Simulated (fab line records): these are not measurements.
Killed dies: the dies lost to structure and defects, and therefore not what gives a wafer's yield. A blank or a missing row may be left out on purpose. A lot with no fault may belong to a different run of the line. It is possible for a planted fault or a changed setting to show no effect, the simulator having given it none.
A lot that was struck, set against a sound lot    flow sky130    22 out of 708 route steps
Sound: wafers L178.4, L178.5, L178.6. Wafers struck: L185.3, L185.4, L185.5. The cause comes at the end.
For every step that has rows: the tool of each side, followed by ch and its chambers, followed by its first start. Under that, the readings that differ: sound wafers    struck wafers    difference of the means    sigmas: that difference in standard deviations of wafers without a fault.
alike: readings with means less than 2 such deviations apart, plus words and numbers identical on both sides. not compared: withheld readings, readings lacking a value on some wafer, bounds such as >300 that could conceal the same value, and numbers that have no deviation in the record and whose values overlap.
Wherever a step has rows on one side only, a row that says differs or no value, or a row with sigmas, the two part there. Numbers that don't overlap but have no deviation are shown without sigmas and don't part them. A reading that every wafer of one side lacks parts them only if that side has two wafers or more.

SKY_SONOS_ONO_CD_MEAS_13 targets a cd of 410 nm.
  sound on cd_sem-01 at day 12 12:11; struck on cd_sem-01 at day 14 20:57
  alike: cd_nm
SKY_SONOS_ONO_OVL_MEAS_14:
  sound on overlay-02 at day 12 12:16; struck on overlay-01 at day 14 21:02
  alike: SONOS_ONO_OVL
SKY_SONOS_ONO_ETCH_15: etches the open film in CHF3/O2, target depth 19.52 nm, time 7.8 s.
  sound on rie_diel-01 ch 0,1,3, day 12 12:16; struck on rie_diel-01 ch 0,1,2, day 14 21:04
  alike: chamber_pressure_mTorr, drypump_motor_current_A, oes_product_au, throttle_valve_pct
  not compared: rf_hours_counter_h
then, 1 step without rows for these wafers: SKY_SONOS_ONO_WET_ETCH_16 (etches SiO2 in dHF, target depth 14 nm, time 280 s).
SKY_SONOS_ONO_STRIP_17: strips in O2/N2.
  sound on plasma_asher-04 ch 0,1, day 12 12:25; struck on plasma_asher-03 ch 0,1, day 14 21:17
  alike: chamber_pressure_mTorr, drypump_motor_current_A, oes_product_au, strip_time_to_endpoint_s
  not compared: rf_hours_counter_h
then, 3 steps without rows for these wafers: SKY_SONOS_ONO_WET_ETCH_18 (etches Si3N4 in H3PO4, target depth 15 nm, time 172 s); SKY_GATE_OXIDE_CLEAN_00 (cleans in SC1/SC2, time 150 s); SKY_GATE_OXIDE_OXIDATION_01 (stabilise 600 s, purge 300 s, target thk 10.268 nm).
SKY_GATE_OXIDE_THK_MEAS_02:
  sound on film_metro-02 at day 12 14:48; struck on film_metro-04 at day 14 23:05
  alike: GATE_OXIDE_OXIDATION_00_THK
then, 3 steps without rows for these wafers: SKY_GATE_OXIDE_DEHYDRATE_03 (time 60 s); SKY_GATE_OXIDE_HMDS_04 (prime time 60 s); SKY_GATE_OXIDE_COAT_05 (resist thk 1140 nm).
SKY_GATE_OXIDE_SOFTBAKE_06: time 60 s.
  sound on litho_track-01 ch 0, day 13 04:02; struck on litho_track-01 ch 0, day 15 12:40
reading                                          sound              struck                difference  sigmas
chill_plate_temp_C (C)                           22.94 22.99 22.81  23.12 23.08 23.31     +0.26       +2
heater_power_total_W (W)                         56.69 56.63 56.64  67.28 67.20 67.17     +10.56      +99 or more
plate_temp_C (C)                                 90.18 90.07 90.10  101.95 101.68 101.75  +11.68      +97
model.NOVOLAK_of_GATE_OXIDE_COAT_05.thk_nm (nm)  1136 1138 1139     1102 1105 1100        -35         
then, 2 steps without rows for these wafers: SKY_GATE_OXIDE_EXPOSE_07 (exposes mask LVOM, target cd 600 nm); SKY_GATE_OXIDE_PEB_08.
SKY_GATE_OXIDE_DEVELOP_09: develop time 60 s.
  sound on litho_track-04 ch 0, day 13 16:11; struck on litho_track-01 ch 0, day 16 01:34
reading                                          sound           struck          difference  sigmas
model.NOVOLAK_of_GATE_OXIDE_COAT_05.thk_nm (nm)  1136 1138 1138  1102 1104 1100  -35         
  alike: chill_plate_temp_C
SKY_GATE_OXIDE_OVL_MEAS_10:
  sound on overlay-01 at day 13 16:17; struck on overlay-02 at day 16 01:41
  alike: GATE_OXIDE_OVL
then, 2 steps without rows for these wafers: SKY_GATE_OXIDE_IMPLANT_11; SKY_GATE_OXIDE_WET_ETCH_12 (etches SiO2 in dHF, target depth 16.8 nm, time 336 s).
SKY_GATE_OXIDE_STRIP_13: strips in O2/N2.
  sound on plasma_asher-03 ch 0,1, day 13 16:35; struck on plasma_asher-02 ch 0,1, day 16 01:59
reading                       sound              struck             difference  sigmas
strip_time_to_endpoint_s (s)  14.13 14.16 14.17  13.74 13.76 13.71  -0.42       -10
  alike: chamber_pressure_mTorr, drypump_motor_current_A, oes_product_au
  not compared: rf_hours_counter_h
SKY_GATE_OXIDE_TW_MEAS_14:
  sound on film_metro-01 at day 13 16:41; struck on film_metro-01 at day 16 02:05
  alike: GATE_OXIDE_TW
-- record jumps: 31 days separate the struck wafers' starts on either side; left off in module GATE_OXIDE, taken up again in module PAD_OPEN, whose first shown step is the route's number 708 --
SKY_PAD_OPEN_PROBE_99:
  sound on prober-01 at day 45 18:08; struck on prober-01 at day 47 11:53
  alike: killed_at_M0_to_M3, killed_at_M4_up, killed_at_contacts, killed_at_front_end, killed_at_other, killed_dies, killed_open, killed_short

== WHERE THEY PART ==
First at SKY_GATE_OXIDE_SOFTBAKE_06; last, within this record, at SKY_GATE_OXIDE_STRIP_13. Later steps at which nothing parts them and some readings are alike: SKY_GATE_OXIDE_TW_MEAS_14, SKY_PAD_OPEN_PROBE_99.

WHY: the cause the simulator had injected
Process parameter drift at SKY_GATE_OXIDE_SOFTBAKE_06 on litho_track-01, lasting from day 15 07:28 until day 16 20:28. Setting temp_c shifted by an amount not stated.
